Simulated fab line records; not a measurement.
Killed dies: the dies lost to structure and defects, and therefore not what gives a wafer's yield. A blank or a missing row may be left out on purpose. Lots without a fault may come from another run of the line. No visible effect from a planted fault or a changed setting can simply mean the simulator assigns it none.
Which tool was responsible? | flow sky130 | Sampling: 11 lots, 33 wafers, 3 of 708 route steps

## WHAT THE GAUGES SHOWED, per wafer
SKY_LDD_N_TW_MEAS_17.
lot  | measured     | on            | LDD_N_TW
L581 | day 18 01:45 | film-metro-04 | 2608 2597 2596
L582 | day 18 18:15 | film-metro-04 | 2605 2599 2613
L583 | day 18 22:16 | film-metro-03 | 2552 2557 2550
L590 | day 21 14:51 | film-metro-02 | 3026 3036 3023
L591 | day 22 01:10 | film-metro-04 | 3025 3041 3022
L598 | day 24 16:30 | film-metro-03 | 2579 2569 2578
L599 | day 24 19:40 | film-metro-04 | 2597 2610 2598
L600 | day 25 05:44 | film-metro-04 | 2567 2585 2583
L601 | day 25 14:46 | film-metro-04 | 2582 2591 2574
L602 | day 26 02:27 | film-metro-04 | 2584 2592 2580
L603 | day 26 07:02 | film-metro-04 | 2600 2589 2590

## TOOL THAT RAN EACH LOT (tool first, then ch and the chambers of the sampled wafers, then the start)
lot  | SKY_LDD_N_IMPLANT_08            | SKY_LDD_N_STRIP_16
L581 | implanter-03 ch 0, day 18 00:28 | plasma-asher-03 ch 0,1, day 18 01:38
L582 | implanter-03 ch 0, day 18 16:58 | plasma-asher-03 ch 0,1, day 18 18:08
L583 | implanter-03 ch 0, day 18 20:59 | plasma-asher-01 ch 0,1, day 18 22:10
L590 | implanter-04 ch 0, day 21 13:33 | plasma-asher-01 ch 0,1, day 21 14:45
L591 | implanter-04 ch 0, day 21 23:54 | plasma-asher-01 ch 0,1, day 22 01:05
L598 | implanter-03 ch 0, day 24 15:12 | plasma-asher-01 ch 0,1, day 24 16:24
L599 | implanter-03 ch 0, day 24 18:24 | plasma-asher-02 ch 0,1, day 24 19:35
L600 | implanter-04 ch 0, day 25 04:26 | plasma-asher-03 ch 0,1, day 25 05:38
L601 | implanter-04 ch 0, day 25 13:28 | plasma-asher-03 ch 0, day 25 14:39
L602 | implanter-04 ch 0, day 26 01:09 | plasma-asher-01 ch 0,1, day 26 02:21
L603 | implanter-01 ch 0, day 26 05:44 | plasma-asher-02 ch 0,1, day 26 06:56
- SKY_LDD_N_IMPLANT_08
- SKY_LDD_N_STRIP_16: strips in O2/N2.

## THE ANSWER, worked out from the rows above alone
Rule: the usual values come from the lots themselves. The widest of any qualifying gaps counts: lots, ordered by their means at a reading, are off when they make up no more than a third of the lots, leave a main group of 4 or more, and stand apart from it by 3 or more times the standard deviation of that group's means. The tables above print the reading to a certain number of digits; a main group whose means all agree to those digits is not used. Also off: a lot with no number at a reading for which 4 or more lots have one. The other lots that the step has rows for count as sound.
Off: L590, L591, at SKY_LDD_N_TW_MEAS_17 (LDD_N_TW). The main group has a mean of 2586 with a standard deviation of 15.
If a tool, at a process step before that reading, ran all the lots that are off and no sound lot after the first of them, it fits. Those tools and the gauges at SKY_LDD_N_TW_MEAS_17 are tried in the same way. Of those tried, none fits.

## WHAT THE SIMULATOR HAD PUT IN
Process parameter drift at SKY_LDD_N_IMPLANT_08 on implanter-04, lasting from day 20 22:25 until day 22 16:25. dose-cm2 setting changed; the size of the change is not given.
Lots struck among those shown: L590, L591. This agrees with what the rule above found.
